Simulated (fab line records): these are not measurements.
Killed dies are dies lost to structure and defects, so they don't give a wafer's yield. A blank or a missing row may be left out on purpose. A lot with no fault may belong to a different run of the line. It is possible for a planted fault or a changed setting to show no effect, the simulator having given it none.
fab line records	flow sky130
[record] lots = 14	wafers = 42	lastDay = 48
route steps=708 shown SONOS_ONO@169 POLY_GATE@204
lots that met no fault: taken from a fault-free run of the same line
startH: hours from the record's first day to the start of the lot's first wafer shown	waitH: time in hours since the lot's previous step	" repeats the value in the row above	L1.1+2: one row covering several wafers at once	- value missing, or start not given	* or withheld: withheld	< > ~ a bound
route shown NAME@n: a module of which the file shows steps, and the number in the route of the first	usual: mean/standard deviation taken from wafers without a fault	same: alike in all rows	chamber/n: place in a boat	sites: readings site by site	_std_site: their standard deviation	_edge_site: mean of outer sites minus mean of inner sites	radiusMm: how far each site lies from the wafer's centre	mask NAME#n: copy n	behind: the most recent tool/chamber to have shaped the wafer	hold: the reason the lot was held/the length of the hold in hours/how it ended	device: transistor that didn't switch, given as n, p or np	end of line: the route-end tests of the same wafers	a step with no rows: only its recipe	killed: dies lost to structure and defects at the first sort, not the wafer's yield	map: dies across one wafer; x = killed, . = not, _ = none there
set.NAME: setting as actually run; set.NAME@STEP: the setting as run at that earlier step	model.NAME: the simulator's own value behind a step, which no gauge read
route steps across a sampled set of lots; one table per step, one row per wafer
services: from which hour (startH, from the record's first day; less than 0 if before it) a tool's chamber was out of use, for how many hours, and why
[[steps]]
[step SKY_SONOS_ONO_THK_MEAS_01]
[recipe] reads = SiO2_of_SONOS_ONO_OXIDATION_00
[usual] SONOS_ONO_OXIDATION_THK = 2.58/0.051
lot.wafer	tool	chamber	startH	waitH	SONOS_ONO_OXIDATION_THK[nm]
L231.2	filmMetro-02	-	247.94	0.0	2.73
L231.3	"	-	"	"	2.63
L231.4	"	-	"	"	2.62
L232.3	filmMetro-02	-	258.78	0.0	2.55
L232.5	"	-	"	"	2.59
L232.6	"	-	"	"	2.60
L233.3	filmMetro-04	-	263.44	0.0	2.53
L233.4	"	-	"	"	2.58
L233.6	"	-	"	"	2.63
L234.2	filmMetro-02	-	278.47	0.0	2.65
L234.3	"	-	"	"	2.66
L234.6	"	-	"	"	2.58
L235.1	filmMetro-04	-	286.25	0.0	2.54
L235.4	"	-	"	"	2.50
L235.6	"	-	"	"	2.52
L236.1	filmMetro-04	-	297.07	0.0	2.71
L236.2	"	-	"	"	2.63
L236.4	"	-	"	"	2.66
L237.2	filmMetro-04	-	300.12	0.0	2.63
L237.3	"	-	"	"	2.64
L237.4	"	-	"	"	2.68
L238.3	filmMetro-04	-	308.52	0.0	2.59
L238.4	"	-	"	"	2.57
L238.6	"	-	"	"	2.53
L239.2	filmMetro-04	-	316.18	0.0	2.57
L239.4	"	-	"	"	2.61
L239.5	"	-	"	"	2.64
L240.4	filmMetro-02	-	324.54	0.0	2.61
L240.5	"	-	"	"	2.51
L240.6	"	-	"	"	2.53
L241.4	filmMetro-03	-	339.67	0.0	2.69
L241.5	"	-	"	"	2.68
L241.6	"	-	"	"	2.62
L243.3	filmMetro-03	-	349.24	0.0	2.59
L243.4	"	-	"	"	2.60
L243.5	"	-	"	"	2.61
L247.1	filmMetro-03	-	376.90	0.0	2.58
L247.4	"	-	"	"	2.53
L247.5	"	-	"	"	2.54
L248.2	filmMetro-04	-	385.46	0.0	2.54
L248.5	"	-	"	"	2.60
L248.6	"	-	"	"	2.54
[step SKY_SONOS_ONO_THK_MEAS_03]
[recipe] reads = Si3N4_of_SONOS_ONO_CVD_02
[usual] SONOS_ONO_CVD_02_THK = 10.56/0.14
lot.wafer	tool	chamber	startH	waitH	SONOS_ONO_CVD_02_THK[nm]
L231.2	filmMetro-02	-	249.05	0.0	10.61
L231.3	"	-	"	"	10.76
L231.4	"	-	"	"	10.74
L232.3	filmMetro-02	-	262.77	0.0	10.56
L232.5	"	-	"	"	10.59
L232.6	"	-	"	"	10.69
L233.3	filmMetro-02	-	266.97	0.0	10.36
L233.4	"	-	"	"	10.52
L233.6	"	-	"	"	10.44
L235.1	filmMetro-03	-	300.45	0.0	10.23
L235.4	"	-	"	"	10.28
L235.6	"	-	"	"	10.34
L236.1	filmMetro-04	-	300.45	0.0	10.35
L236.2	"	-	"	"	10.41
L236.4	"	-	"	"	10.41
L234.2	filmMetro-02	-	300.46	0.0	10.52
L234.3	"	-	"	"	10.54
L234.6	"	-	"	"	10.50
L237.2	filmMetro-02	-	304.65	0.0	10.55
L237.3	"	-	"	"	10.40
L237.4	"	-	"	"	10.45
L238.3	filmMetro-02	-	313.92	0.0	10.52
L238.4	"	-	"	"	10.45
L238.6	"	-	"	"	10.53
L239.2	filmMetro-03	-	317.64	0.0	10.52
L239.4	"	-	"	"	10.65
L239.5	"	-	"	"	10.61
L240.4	filmMetro-04	-	325.65	0.0	10.74
L240.5	"	-	"	"	10.76
L240.6	"	-	"	"	10.89
L241.4	filmMetro-03	-	340.78	0.0	10.64
L241.5	"	-	"	"	10.59
L241.6	"	-	"	"	10.53
L243.3	filmMetro-04	-	350.75	0.0	10.64
L243.4	"	-	"	"	10.57
L243.5	"	-	"	"	10.68
L247.1	filmMetro-04	-	378.86	0.0	10.54
L247.4	"	-	"	"	10.60
L247.5	"	-	"	"	10.60
L248.2	filmMetro-02	-	387.01	0.0	10.71
L248.5	"	-	"	"	10.68
L248.6	"	-	"	"	10.62
[step SKY_POLY_GATE_CVD_00]
[recipe] material = poly-Si	targetThkNm = 180	tempC = 620	timeS = 720	pressureMtorr = 200
[usual] pressureMtorr = 199.9/0.42
lot.wafer	tool	chamber	startH	waitH	pressureMtorr
L231.2	lpcvd-01	0	301.41	0.0	199.2
L231.3	"	0	"	"	199.9
L231.4	"	0	"	"	200.2
L232.3	lpcvd-01	1	315.86	0.0	200.1
L232.5	"	1	"	"	200.3
L232.6	"	1	"	"	199.8
L233.3	lpcvd-01	0	323.16	0.0	199.3
L233.4	"	0	"	"	199.7
L233.6	"	0	"	"	199.5
L234.2	lpcvd-01	1	367.65	0.0	199.9
L234.3	"	1	"	"	199.8
L234.6	"	1	"	"	199.9
L235.1	lpcvd-01	0	367.65	0.0	199.8
L235.4	"	0	"	"	200.2
L235.6	"	0	"	"	200.2
L236.1	lpcvd-01	0	367.65	0.0	199.5
L236.2	"	0	"	"	200.0
L236.4	"	0	"	"	200.4
L237.2	lpcvd-01	1	374.30	0.0	199.5
L237.3	"	1	"	"	199.4
L237.4	"	1	"	"	199.9
L238.3	lpcvd-01	1	374.30	0.0	199.9
L238.4	"	1	"	"	200.3
L238.6	"	1	"	"	200.0
L239.2	lpcvd-01	0	378.43	0.0	199.6
L239.4	"	0	"	"	199.2
L239.5	"	0	"	"	198.9
L240.4	lpcvd-01	1	390.69	0.0	200.0
L240.5	"	1	"	"	200.2
L240.6	"	1	"	"	199.8
L241.4	lpcvd-01	1	405.26	0.0	199.4
L241.5	"	1	"	"	199.6
L241.6	"	1	"	"	198.8
L243.3	lpcvd-01	0	413.91	0.0	200.3
L243.4	"	0	"	"	200.1
L243.5	"	0	"	"	199.9
L247.1	lpcvd-01	1	442.47	0.0	200.2
L247.4	"	1	"	"	199.8
L247.5	"	1	"	"	199.5
L248.2	lpcvd-01	1	450.50	0.0	200.3
L248.5	"	1	"	"	199.5
L248.6	"	1	"	"	199.1
[step SKY_POLY_GATE_THK_MEAS_01]
[recipe] reads = poly-Si_of_POLY_GATE_CVD_00
[usual] POLY_GATE_CVD_00_THK = 180.4/1.4
lot.wafer	tool	chamber	startH	waitH	hold	POLY_GATE_CVD_00_THK[nm]
L231.2	filmMetro-01	-	302.64	0.0	-	182.3
L231.3	"	-	"	"	-	181.6
L231.4	"	-	"	"	-	181.1
L232.3	filmMetro-03	-	317.08	0.0	-	181.8
L232.5	"	-	"	"	-	181.3
L232.6	"	-	"	"	-	182.1
L233.3	filmMetro-03	-	324.38	0.0	-	180.7
L233.4	"	-	"	"	-	181.3
L233.6	"	-	"	"	-	180.9
L235.1	filmMetro-04	-	368.85	0.0	-	181.5
L235.4	"	-	"	"	-	180.6
L235.6	"	-	"	"	-	180.4
L236.1	filmMetro-01	-	368.85	0.0	-	180.2
L236.2	"	-	"	"	-	180.0
L236.4	"	-	"	"	-	180.8
L234.2	filmMetro-03	-	368.86	0.0	-	179.6
L234.3	"	-	"	"	-	181.0
L234.6	"	-	"	"	-	180.7
L237.2	filmMetro-01	-	375.51	0.0	-	180.2
L237.3	"	-	"	"	-	180.2
L237.4	"	-	"	"	-	179.9
L238.3	filmMetro-03	-	375.52	0.0	-	180.4
L238.4	"	-	"	"	-	181.9
L238.6	"	-	"	"	-	182.2
L239.2	filmMetro-04	-	379.64	0.0	-	181.5
L239.4	"	-	"	"	-	182.0
L239.5	"	-	"	"	-	182.1
L240.4	filmMetro-03	-	391.92	0.0	-	182.0
L240.5	"	-	"	"	-	179.3
L240.6	"	-	"	"	-	180.4
L241.4	filmMetro-01	-	406.49	0.0	-	179.0
L241.5	"	-	"	"	-	180.9
L241.6	"	-	"	"	-	180.8
L243.3	filmMetro-04	-	415.13	0.0	-	178.7
L243.4	"	-	"	"	-	178.1
L243.5	"	-	"	"	-	177.7
L247.1	filmMetro-03	-	443.67	0.0	awaitDispo/0.2h/release	238.6
L247.4	"	-	"	"	awaitDispo/0.2h/release	236.5
L247.5	"	-	"	"	awaitDispo/0.2h/release	236.4
L247.1	filmMetro-03	-	444.06	0.4	-	238.7
L247.4	"	-	"	"	-	236.5
L247.5	"	-	"	"	-	236.0
L248.2	filmMetro-03	-	451.71	0.0	awaitDispo/0.2h/release	239.0
L248.5	"	-	"	"	awaitDispo/0.2h/release	238.9
L248.6	"	-	"	"	awaitDispo/0.2h/release	238.1
L248.2	filmMetro-03	-	451.93	0.2	-	239.1
L248.5	"	-	"	"	-	238.9
L248.6	"	-	"	"	-	238.0
[step SKY_POLY_GATE_CD_MEAS_13]
[recipe] targetCdNm = 150
[usual] cdNm = 151.1/1.3
lot.wafer	tool	chamber	startH	waitH	cdNm
L231.2	cdSem-01	-	360.08	-	151.1
L231.3	"	-	"	"	151.1
L231.4	"	-	"	"	152.3
L232.3	cdSem-01	-	370.77	-	152.6
L232.5	"	-	"	"	153.0
L232.6	"	-	"	"	150.7
L233.3	cdSem-01	-	378.65	-	151.3
L233.4	"	-	"	"	151.2
L233.6	"	-	"	"	150.6
L236.1	cdSem-02	-	427.88	-	150.8
L236.2	"	-	"	"	151.8
L236.4	"	-	"	"	151.6
L234.2	cdSem-02	-	432.70	-	148.0
L234.3	"	-	"	"	149.2
L234.6	"	-	"	"	148.0
L235.1	cdSem-01	-	433.03	-	150.3
L235.4	"	-	"	"	150.3
L235.6	"	-	"	"	150.5
L238.3	cdSem-01	-	437.80	-	152.5
L238.4	"	-	"	"	153.9
L238.6	"	-	"	"	153.5
L237.2	cdSem-02	-	438.43	-	152.2
L237.3	"	-	"	"	152.1
L237.4	"	-	"	"	151.6
L239.2	cdSem-02	-	441.78	-	151.9
L239.4	"	-	"	"	151.1
L239.5	"	-	"	"	152.2
L240.4	cdSem-01	-	481.92	-	151.9
L240.5	"	-	"	"	150.9
L240.6	"	-	"	"	151.2
L241.4	cdSem-01	-	483.47	-	153.1
L241.5	"	-	"	"	150.5
L241.6	"	-	"	"	150.9
L243.3	cdSem-01	-	484.70	-	152.0
L243.4	"	-	"	"	152.7
L243.5	"	-	"	"	149.9
L247.1	cdSem-01	-	507.36	-	153.1
L247.4	"	-	"	"	151.8
L247.5	"	-	"	"	152.9
L248.2	cdSem-01	-	511.70	-	151.5
L248.5	"	-	"	"	151.8
L248.6	"	-	"	"	152.2
[[services]]
tool	chamber	startH	hours	kind
lpcvd-01	-	353.15	0.3	repair
[[key]]
[firstSign] step = SKY_POLY_GATE_THK_MEAS_01	reading = visit	direction = added
[effect] step = SKY_POLY_GATE_THK_MEAS_01	reading = POLY_GATE_CVD_00_THK	direction = up	sigmas = 41	usual = 180.4	struck = 237.9
metAt SKY_POLY_GATE_CVD_00
struckLots L247,L248
laterRowsLeftOut L247.1,L247.4,L247.5,L248.2,L248.5,L248.6
sortLeftOut L247.1,L247.4,L247.5,L248.2,L248.5,L248.6
testerLeftOut L247,L248
notActingAt SKY_SONOS_ONO_THK_MEAS_01,SKY_SONOS_ONO_THK_MEAS_03,SKY_POLY_GATE_CD_MEAS_13
onsetBetween 413.91 442.47
alsoFits time
[fault] kind = processParameterDrift	tool = lpcvd-01	chamber = -	onsetH = 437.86	steps = SKY_POLY_GATE_CVD_00	channel = targetThkNm	offset = 58.89	shape = step	endH = 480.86	stated = 180
// testerLeftOut: of these lots the tester's yield and bins aren't shown, on N5 and GAA mostly nor the transistor test; their killed dies are dies lost to structure and defects alone, not to doping, threshold or leakage, so they don't give the yield
// sortLeftOut: the simulated sort isn't trusted on such a fault, so these wafers' sort isn't shown, and their yield isn't known
// laterRowsLeftOut: the simulator's readings of these wafers behind a module that went badly wrong aren't trusted and aren't shown, but for the sort
